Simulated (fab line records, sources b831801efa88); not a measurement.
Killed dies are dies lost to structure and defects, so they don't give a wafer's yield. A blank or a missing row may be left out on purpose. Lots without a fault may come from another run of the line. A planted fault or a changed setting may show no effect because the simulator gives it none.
fab line records | flow sky130
record lots=13 wafers=39 last_day=51
route steps=708 shown FIELD_ISO@17 VT_ADJUST_LVTN@106 SONOS_ONO@168 PAD_OPEN@708
lots that met no fault: from a run of the same line without faults
start_h: hours from the record's first day to the start of the lot's first wafer shown | wait_h: hours since the lot's step before | " the same as in the row above | L1.1+2: a row that stands for several wafers | - no value, or no start given | * or withheld: withheld | < > ~ a bound
route shown NAME@n: a module of which the file shows steps, and the number in the route of the first | usual: mean/standard deviation of fault-free wafers | same: alike in all rows | chamber/n: place in a boat | sites: the reading at each site | _std_site: their standard deviation | _edge_site: outer sites' mean less inner sites' | radius_mm: how far each site lies from the wafer's centre | mask NAME#n: copy n | behind: the tool/chamber that last shaped the wafer | hold: why the lot was held/for how many hours/how that ended | device: the transistor (n, p or np) that didn't switch | end of line: the same wafers' tests at the end of the route | a step without rows: its recipe alone | killed: dies lost to structure and defects at the first sort, not the wafer's yield | map: a wafer's dies, x killed, . not, _ none there
set.NAME: the setting as run; set.NAME@STEP: as run at that earlier step | model.NAME: the simulator's own value behind a step, which no gauge read
steps of the route over a sample of lots; a table a step, a row a wafer
services: from which hour (start_h, from the record's first day; less than 0 if before it) a tool's chamber was out of use, for how many hours, and why
## steps
# step SKY_FIELD_ISO_STRIP_16
# recipe chemistry=O2/N2 power_w=1400 pressure_mtorr=1500 platen_temp_c=withheld o2_flow_sccm=3000 n2_flow_sccm=300 overash_fraction=0.5
# usual drypump_motor_current_A=5.9/0.35 n2_flow_sccm=300.0/0.96 oes_product_au=0.378/0.0046 strip_time_to_endpoint_s=3.55/0.033
# same overash_fraction=0.5
# columns lot.wafer tool chamber start_h wait_h drypump_motor_current_A n2_flow_sccm oes_product_au rf_hours_counter_h strip_time_to_endpoint_s
L731.2 plasma_asher-02 0 32.40 0.0 6.1 299.8 0.367 30 3.52
L731.3 " 1 " " 6.2 299.5 0.379 - 3.55
L731.5 " 0 " " 6.1 298.1 0.381 - 3.53
L732.1 plasma_asher-04 1 41.08 0.0 5.3 300.8 0.382 38 3.57
L732.3 " 1 " " 5.3 299.6 0.384 - 3.55
L732.6 " 0 " " 5.9 299.7 0.375 - 3.56
L733.4 plasma_asher-02 0 41.61 0.1 6.0 300.2 0.374 - 3.48
L733.5 " 1 " " 6.2 299.7 0.381 - 3.50
L733.6 " 0 " " 6.1 300.3 0.380 - 3.52
L734.1 plasma_asher-04 0 45.63 0.0 5.9 301.2 0.384 38 3.57
L734.5 " 0 " " 5.9 301.7 0.372 - 3.56
L734.6 " 1 " " 5.3 300.6 0.377 - 3.51
L736.1 plasma_asher-03 1 59.43 0.0 5.6 301.1 0.383 28 3.54
L736.2 " 0 " " 6.3 300.2 0.378 28 3.58
L736.3 " 0 " " 6.3 300.1 0.387 - 3.60
L740.2 plasma_asher-02 1 79.09 0.0 6.2 300.5 0.380 34 3.60
L740.3 " 0 " " 6.1 298.6 0.367 - 3.57
L740.4 " 1 " " 6.3 300.3 0.380 - 3.54
L746.3 plasma_asher-04 0 108.43 0.1 5.9 298.8 0.381 - 3.56
L746.4 " 1 " " 5.3 300.1 0.372 - 3.57
L746.5 " 1 " " 5.3 300.4 0.377 - 3.55
L748.1 plasma_asher-03 1 116.74 0.0 5.6 298.2 0.382 33 3.58
L748.3 " 1 " " 5.6 300.6 0.381 - 3.58
L748.6 " 1 " " 5.6 298.5 0.385 - 3.61
L749.1 plasma_asher-03 1 121.84 0.0 5.6 299.4 0.376 34 3.55
L749.2 " 0 " " 6.3 299.8 0.380 34 3.49
L749.6 " 0 " " 6.3 300.2 0.382 - 3.53
L750.1 plasma_asher-04 0 129.09 0.0 5.9 299.8 0.379 46 3.58
L750.2 " 1 " " 5.3 299.5 0.383 46 3.58
L750.4 " 1 " " 5.3 301.4 0.379 - 3.50
L751.1 plasma_asher-04 1 131.99 0.0 5.3 300.5 0.389 47 3.61
L751.3 " 1 " " 5.4 300.9 0.383 - 3.52
L751.5 " 1 " " 5.3 300.4 0.377 - 3.55
L753.1 plasma_asher-02 0 146.29 0.0 6.1 299.8 0.376 2 3.60
L753.2 " 1 " " 6.2 300.6 0.377 2 3.54
L753.5 " 0 " " 6.1 298.2 0.389 - 3.52
L754.2 plasma_asher-02 0 150.38 0.0 6.1 298.9 0.373 3 3.52
L754.3 " 1 " " 6.2 300.9 0.376 - 3.56
L754.5 " 1 " " 6.3 302.0 0.375 - 3.51
# step SKY_VT_ADJUST_LVTN_STRIP_09
# recipe chemistry=O2/N2 power_w=1400 pressure_mtorr=1500 platen_temp_c=withheld o2_flow_sccm=3000 n2_flow_sccm=300 overash_fraction=0.5
# usual drypump_motor_current_A=6.0/0.32 n2_flow_sccm=300.1/0.85 oes_product_au=0.722/0.0047 strip_time_to_endpoint_s=36.87/0.1
# same overash_fraction=0.5
# columns lot.wafer tool chamber start_h wait_h drypump_motor_current_A n2_flow_sccm oes_product_au rf_hours_counter_h strip_time_to_endpoint_s
L731.2 plasma_asher-02 1 139.09 0.1 6.3 301.0 0.729 2 36.94
L731.3 " 1 " " 6.2 300.0 0.722 - 36.84
L731.5 " 1 " " 6.2 299.8 0.718 - 36.85
L732.1 plasma_asher-01 1 153.19 0.1 6.3 299.2 0.721 47 36.90
L732.3 " 0 " " 5.5 301.0 0.721 - 36.94
L732.6 " 1 " " 6.3 301.1 0.723 - 36.89
L733.4 plasma_asher-01 1 156.48 0.1 6.3 300.8 0.730 - 36.70
L733.5 " 0 " " 5.5 299.5 0.721 - 36.85
L733.6 " 1 " " 6.3 299.1 0.723 - 36.80
L734.1 plasma_asher-02 1 160.57 0.1 6.2 300.0 0.722 4 36.73
L734.5 " 0 " " 6.1 301.0 0.717 - 36.81
L734.6 " 1 " " 6.2 299.5 0.726 - 36.79
L736.1 plasma_asher-03 0 178.22 0.1 6.3 300.8 0.730 39 36.75
L736.2 " 1 " " 5.6 299.2 0.730 39 36.78
L736.3 " 0 " " 6.3 300.8 0.710 - 36.86
L740.2 plasma_asher-01 0 206.77 0.1 5.5 300.0 0.726 52 36.91
L740.3 " 0 " " 5.5 299.6 0.730 - 36.94
L740.4 " 1 " " 6.3 299.5 0.719 - 36.85
L746.3 plasma_asher-02 1 238.09 0.1 6.3 300.1 0.723 - 36.79
L746.4 " 0 " " 6.1 300.2 0.721 - 36.85
L746.5 " 1 " " 6.3 300.8 0.718 - 36.86
L748.1 plasma_asher-03 0 249.29 0.1 6.3 299.6 0.720 46 36.79
L748.3 " 0 " " 6.3 300.7 0.720 - 36.72
L748.6 " 1 " " 5.6 300.1 0.724 - 36.64
L749.1 plasma_asher-02 1 257.02 0.1 6.3 299.7 0.724 13 36.92
L749.2 " 0 " " 6.1 299.8 0.716 13 36.89
L749.6 " 0 " " 6.1 298.7 0.723 - 36.94
L750.1 plasma_asher-03 0 263.24 0.1 6.3 299.2 0.724 47 37.13
L750.2 " 1 " " 5.6 298.8 0.719 47 37.05
L750.4 " 0 " " 6.3 298.2 0.723 - 37.03
L751.1 plasma_asher-02 0 270.51 0.1 6.1 300.3 0.723 15 37.02
L751.3 " 1 " " 6.2 301.0 0.722 - 36.94
L751.5 " 1 " " 6.2 300.6 0.726 - 36.96
L753.1 plasma_asher-03 0 286.44 0.1 6.3 300.4 0.723 50 36.97
L753.2 " 1 " " 5.6 300.8 0.714 50 36.96
L753.5 " 1 " " 5.6 300.1 0.724 - 36.98
L754.2 plasma_asher-03 0 297.44 0.1 6.3 300.7 0.731 51 36.94
L754.3 " 1 " " 5.6 299.6 0.722 - 37.02
L754.5 " 1 " " 5.6 299.4 0.720 - 36.99
# step SKY_SONOS_ONO_OXIDATION_00
# recipe temp_c=800 ambient=O2 idle_temp_c=700 ramp_up_c_per_min=10 ramp_down_c_per_min=3 stabilise_s=600 purge_s=300 target_thk_a=26 ox_time_s=1249
# usual ramp_up_c_per_min=10.0000/0.002
# columns lot.wafer tool chamber start_h wait_h ramp_up_c_per_min
L731.2 furnace-01 0 245.53 0.9 10.004
L731.3 " 0 " " 9.9981
L731.5 " 0 " " 10.000
L732.1 furnace-02 0 261.77 1.3 10.000
L732.3 " 0 " " 9.9981
L732.6 " 0 " " 10.0000
L733.4 furnace-02 0 265.03 0.5 10.005
L733.5 " 0 " " 9.9977
L733.6 " 0 " " 10.001
L734.1 furnace-02 0 333.46 62.0 9.9985
L734.5 " 0 " " 9.9986
L734.6 " 0 " " 10.001
L736.1 furnace-02 0 351.63 60.9 9.9985
L736.2 " 0 " " 9.9988
L736.3 " 0 " " 9.9972
L746.3 furnace-02 0 370.77 3.4 10.001
L746.4 " 0 " " 9.9995
L746.5 " 0 " " 9.9982
L748.1 furnace-02 0 382.44 2.1 9.9975
L748.3 " 0 " " 10.002
L748.6 " 0 " " 10.000
L740.2 furnace-01 0 386.63 60.3 9.9991
L740.3 " 0 " " 10.001
L740.4 " 0 " " 10.001
L749.1 furnace-01 0 387.57 0.5 10.003
L749.2 " 0 " " 9.9990
L749.6 " 0 " " 10.002
L750.1 furnace-02 0 397.80 1.7 10.003
L750.2 " 0 " " 9.9965
L750.4 " 0 " " 10.000
L751.1 furnace-01 0 403.41 0.9 9.9994
L751.3 " 0 " " 10.000
L751.5 " 0 " " 9.9984
L753.1 furnace-02 0 423.40 0.4 10.001
L753.2 " 0 " " 9.9991
L753.5 " 0 " " 9.9983
L754.2 furnace-02 0 434.44 0.4 9.9998
L754.3 " 0 " " 10.002
L754.5 " 0 " " 10.001
# step SKY_SONOS_ONO_THK_MEAS_03
# recipe reads=Si3N4_of_SONOS_ONO_CVD_02
# usual SONOS_ONO_CVD_02_THK=10.55/0.14
# columns lot.wafer tool chamber start_h wait_h SONOS_ONO_CVD_02_THK[nm]
L731.2 film_metro-04 - 248.00 0.0 10.62
L731.3 " - " " 10.47
L731.5 " - " " 10.50
L732.1 film_metro-02 - 265.18 0.0 10.39
L732.3 " - " " 10.36
L732.6 " - " " 10.41
L733.4 film_metro-04 - 267.52 0.0 10.34
L733.5 " - " " 10.28
L733.6 " - " " 10.37
L734.1 film_metro-02 - 335.92 0.0 10.61
L734.5 " - " " 10.65
L734.6 " - " " 10.62
L736.1 film_metro-01 - 354.53 0.0 10.60
L736.2 " - " " 10.54
L736.3 " - " " 10.71
L746.3 film_metro-02 - 375.05 0.0 10.45
L746.4 " - " " 10.40
L746.5 " - " " 10.49
L740.2 film_metro-01 - 389.54 0.0 10.55
L740.3 " - " " 10.43
L740.4 " - " " 10.47
L748.1 film_metro-04 - 391.44 0.0 10.62
L748.3 " - " " 10.58
L748.6 " - " " 10.65
L749.1 film_metro-01 - 391.44 0.0 10.46
L749.2 " - " " 10.57
L749.6 " - " " 10.58
L750.1 film_metro-01 - 401.59 0.0 10.51
L750.2 " - " " 10.44
L750.4 " - " " 10.62
L751.1 film_metro-04 - 407.14 0.0 10.63
L751.3 " - " " 10.71
L751.5 " - " " 10.64
L753.1 film_metro-04 - 427.57 0.0 10.59
L753.2 " - " " 10.68
L753.5 " - " " 10.57
L754.2 film_metro-02 - 439.19 0.0 10.84
L754.3 " - " " 10.74
L754.5 " - " " 10.71
# step SKY_PAD_OPEN_PROBE_99
# usual killed_at_M0_to_M3=43/6.4 killed_at_M4_up=3.2/1.8 killed_at_contacts=25/5.8 killed_at_front_end=16/4.1 killed_at_other=0.2/0.47 killed_dies=88/9.9 killed_open=47/7.3 killed_short=40/7.1
# same gross_dies=492 killed_at_back_side=0
# columns lot.wafer tool chamber start_h wait_h killed_at_M0_to_M3 killed_at_M4_up killed_at_contacts killed_at_front_end killed_at_other killed_dies killed_open killed_short
L732.1 prober-02 - 1076.91 0.1 43 5 22 15 1 86 47 38
L732.3 prober-02 - 1077.01 0.2 49 5 32 17 0 103 61 42
L732.6 prober-02 - 1077.16 0.2 58 5 30 22 0 115 52 63
L746.3 prober-02 - 1156.56 0.2 42 6 23 17 0 88 38 50
L746.4 prober-02 - 1156.61 0.2 47 4 20 13 0 84 47 37
L746.5 prober-02 - 1156.66 0.2 43 2 40 16 0 101 41 59
L736.1 prober-02 - 1160.67 0.1 41 6 28 13 1 89 57 32
L736.2 prober-02 - 1160.72 0.1 51 3 31 18 0 103 47 56
L736.3 prober-02 - 1160.77 0.2 59 5 36 14 1 115 68 46
L748.1 prober-02 - 1173.98 0.1 49 1 19 18 0 87 43 44
L748.3 prober-02 - 1174.08 0.2 34 1 18 14 0 67 32 35
L748.6 prober-02 - 1174.23 0.2 42 2 30 21 0 95 51 44
L750.1 prober-02 - 1181.60 0.1 47 5 26 15 1 94 46 46
L750.2 prober-02 - 1181.65 0.1 45 4 18 15 0 82 44 38
L750.4 prober-02 - 1181.75 0.2 47 2 19 22 1 91 45 45
L753.1 prober-01 - 1191.22 0.1 36 7 25 15 0 83 46 37
L753.2 prober-01 - 1191.27 0.1 34 6 24 12 0 76 44 32
L753.5 prober-01 - 1191.42 0.2 43 1 19 12 0 75 47 28
L740.2 prober-02 - 1192.87 0.1 43 4 21 18 0 86 51 35
L740.3 prober-02 - 1192.92 0.2 41 5 31 11 1 89 47 42
L740.4 prober-02 - 1192.97 0.2 39 3 19 15 2 78 43 33
# killed by level:class
L732.1 VIA1:geometric_particle:open=9 CONTACT:geometric_particle:open=8 METAL2:geometric_particle:short=6 FIELD_ISO:geometric_particle:open=5 LI_CONTACT:geometric_particle:open=5 CONTACT:geometric_particle:short=5 VIA3:geometric_particle:open=5 FIELD_ISO:geometric_particle:short=4
L732.3 CONTACT:geometric_particle:open=11 VIA2:geometric_particle:open=11 LI_CONTACT:geometric_particle:open=9 VIA1:geometric_particle:open=9 CONTACT:geometric_particle:short=7 FIELD_ISO:geometric_particle:open=5 METAL2:geometric_particle:short=5 VIA3:geometric_particle:short=5
L732.6 METAL2:geometric_particle:short=13 CONTACT:geometric_particle:open=11 VIA1:geometric_particle:open=9 VIA2:geometric_particle:open=7 LOCAL_INTERCONNECT:geometric_particle:short=6 CONTACT:geometric_particle:short=6 METAL1:geometric_particle:short=6 VIA3:geometric_particle:open=6
L746.3 VIA1:geometric_particle:short=9 LOCAL_INTERCONNECT:geometric_particle:short=8 METAL1:geometric_particle:short=8 VIA1:geometric_particle:open=8 LI_CONTACT:geometric_particle:short=5 LI_CONTACT:geometric_particle:open=5 METAL4:geometric_particle:short=5 FIELD_ISO:geometric_particle:short=4
L746.4 VIA1:geometric_particle:open=11 LI_CONTACT:geometric_particle:open=9 VIA2:geometric_particle:open=6 FIELD_ISO:geometric_particle:short=6 VIA1:geometric_particle:short=6 METAL1:geometric_particle:short=6 VIA3:geometric_particle:open=6 METAL2:geometric_particle:open=4
L746.5 CONTACT:geometric_particle:open=12 VIA1:geometric_particle:open=8 LI_CONTACT:geometric_particle:open=7 LOCAL_INTERCONNECT:geometric_particle:short=7 FIELD_ISO:geometric_particle:short=6 LI_CONTACT:geometric_particle:short=6 METAL1:geometric_particle:short=6 VIA1:geometric_particle:short=6
L736.1 VIA1:geometric_particle:open=15 LI_CONTACT:geometric_particle:open=11 LOCAL_INTERCONNECT:geometric_particle:short=8 VIA2:geometric_particle:open=8 POLY_GATE:geometric_particle:open=6 CONTACT:geometric_particle:open=5 VIA1:geometric_particle:short=4 METAL3:geometric_particle:short=4
L736.2 LI_CONTACT:geometric_particle:open=12 VIA1:geometric_particle:open=11 FIELD_ISO:geometric_particle:short=6 VIA1:geometric_particle:short=6 LOCAL_INTERCONNECT:geometric_particle:short=6 VIA2:geometric_particle:open=6 METAL2:geometric_particle:short=6 VIA3:geometric_particle:short=6
L736.3 VIA1:geometric_particle:open=18 CONTACT:geometric_particle:open=13 VIA3:geometric_particle:open=10 VIA2:geometric_particle:open=10 LI_CONTACT:geometric_particle:open=7 LOCAL_INTERCONNECT:geometric_particle:short=6 POLY_GATE:geometric_particle:open=5 METAL1:geometric_particle:short=5
L748.1 VIA1:geometric_particle:open=12 METAL1:geometric_particle:short=9 FIELD_ISO:geometric_particle:short=8 CONTACT:geometric_particle:open=7 VIA3:geometric_particle:open=7 METAL2:geometric_particle:short=6 FIELD_ISO:geometric_particle:open=4 LI_CONTACT:geometric_particle:short=4
L748.3 VIA1:geometric_particle:open=13 CONTACT:geometric_particle:open=7 POLY_GATE:geometric_particle:short=6 LI_CONTACT:geometric_particle:open=4 METAL2:geometric_particle:short=4 VIA2:geometric_particle:short=4 POLY_GATE:geometric_particle:open=3 LOCAL_INTERCONNECT:geometric_particle:short=3
L748.6 CONTACT:geometric_particle:open=14 VIA1:geometric_particle:open=11 METAL1:geometric_particle:short=8 FIELD_ISO:geometric_particle:short=5 POLY_GATE:geometric_particle:short=5 CONTACT:geometric_particle:short=5 FIELD_ISO:geometric_particle:open=4 VIA3:geometric_particle:open=4
L750.1 VIA1:geometric_particle:open=11 CONTACT:geometric_particle:open=7 LOCAL_INTERCONNECT:geometric_particle:short=7 VIA3:geometric_particle:open=7 METAL2:geometric_particle:short=6 VIA2:geometric_particle:open=6 VIA1:geometric_particle:short=5 POLY_GATE:geometric_particle:open=5
L750.2 VIA1:geometric_particle:open=10 VIA2:geometric_particle:open=7 VIA3:geometric_particle:open=7 SPACER:geometric_particle:short=5 LOCAL_INTERCONNECT:geometric_particle:short=5 METAL1:geometric_particle:short=5 METAL2:geometric_particle:short=5 POLY_GATE:geometric_particle:short=4
L750.4 VIA1:geometric_particle:open=8 CONTACT:geometric_particle:open=7 METAL1:geometric_particle:short=7 VIA3:geometric_particle:open=7 POLY_GATE:geometric_particle:short=6 VIA1:geometric_particle:short=6 FIELD_ISO:geometric_particle:short=5 POLY_GATE:geometric_particle:open=5
L753.1 CONTACT:geometric_particle:open=10 POLY_GATE:geometric_particle:open=8 VIA2:geometric_particle:open=8 VIA1:geometric_particle:open=8 CONTACT:geometric_particle:short=6 VIA3:geometric_particle:open=5 METAL4:geometric_particle:short=5 SPACER:geometric_particle:short=4
L753.2 CONTACT:geometric_particle:open=9 VIA3:geometric_particle:open=8 VIA1:geometric_particle:open=7 LI_CONTACT:geometric_particle:open=5 LOCAL_INTERCONNECT:geometric_particle:short=5 METAL1:geometric_particle:short=5 VIA2:geometric_particle:open=5 CONTACT:geometric_particle:short=4
L753.5 VIA1:geometric_particle:open=9 VIA2:geometric_particle:open=8 VIA3:geometric_particle:open=7 METAL2:geometric_particle:short=6 CONTACT:geometric_particle:open=5 CONTACT:geometric_particle:short=4 LI_CONTACT:geometric_particle:open=4 VIA1:geometric_particle:short=4
L740.2 VIA1:geometric_particle:open=10 VIA3:geometric_particle:open=8 CONTACT:geometric_particle:open=7 METAL1:geometric_particle:short=7 VIA2:geometric_particle:open=7 POLY_GATE:geometric_particle:open=6 LI_CONTACT:geometric_particle:open=5 LOCAL_INTERCONNECT:geometric_particle:short=5
L740.3 CONTACT:geometric_particle:open=12 VIA2:geometric_particle:open=10 CONTACT:geometric_particle:short=8 LI_CONTACT:geometric_particle:open=7 VIA1:geometric_particle:open=7 METAL2:geometric_particle:short=6 VIA3:geometric_particle:open=5 METAL1:geometric_particle:short=5
L740.4 VIA1:geometric_particle:open=11 CONTACT:geometric_particle:open=10 METAL1:geometric_particle:short=9 VIA2:geometric_particle:open=6 FIELD_ISO:geometric_particle:open=5 FIELD_ISO:geometric_particle:short=5 METAL2:geometric_particle:short=5 LI_CONTACT:geometric_particle:open=4
## services
# columns tool chamber start_h hours kind
plasma_asher-03 - 29.42 2.8 pm
plasma_asher-03 - 39.80 3.1 repair
plasma_asher-02 - 108.75 9.0 pm
plasma_asher-02 0 108.75 9.0 vent_cycle
plasma_asher-02 1 108.75 9.0 vent_cycle
plasma_asher-02 0 117.75 - clean
plasma_asher-01 - 154.29 2.0 repair
furnace-01 - 156.16 5.1 pm
furnace-01 - 165.24 3.7 pm
furnace-02 - 177.95 46.0 repair
furnace-02 - 183.72 2.0 repair
furnace-01 - 185.87 1.2 repair
plasma_asher-02 - 188.72 2.8 pm
plasma_asher-04 - 211.52 7.7 repair
plasma_asher-02 - 220.60 1.0 repair
furnace-02 - 223.90 3.3 pm
furnace-02 - 235.84 4.2 pm
plasma_asher-03 - 237.14 4.3 repair
plasma_asher-02 - 249.08 4.1 repair
furnace-01 - 268.90 3.2 pm
plasma_asher-02 - 280.34 1.6 repair
plasma_asher-01 - 365.66 2.8 pm
furnace-02 - 404.61 3.7 pm
plasma_asher-01 - 421.25 9.0 pm
## key
first_sign step=SKY_SONOS_ONO_OXIDATION_00 reading=wait_h direction=changed
effect none on later readings
met_at SKY_SONOS_ONO_OXIDATION_00
struck_lots L734,L736,L740
struck_wafers L734.1,L734.5,L734.6,L736.1,L736.2,L736.3,L740.2,L740.3,L740.4
rows_end L734.1,L734.5,L734.6
tester_left_out L736,L740
not_acting_at SKY_FIELD_ISO_STRIP_16,SKY_VT_ADJUST_LVTN_STRIP_09,SKY_SONOS_ONO_THK_MEAS_03
fault kind=queue_time_violation tool=furnace-01,furnace-02 chamber=0 onset_h=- steps=SKY_SONOS_ONO_OXIDATION_00 delay_hr=60 scope=struck_lots_only
# tester_left_out: of these lots the tester's yield and bins aren't shown, on N5 and GAA mostly nor the transistor test; their killed dies are dies lost to structure and defects alone, not to doping, threshold or leakage, so they don't give the yield
# rows_end: these wafers met a further fault down the route, and their rows from its step on are left out
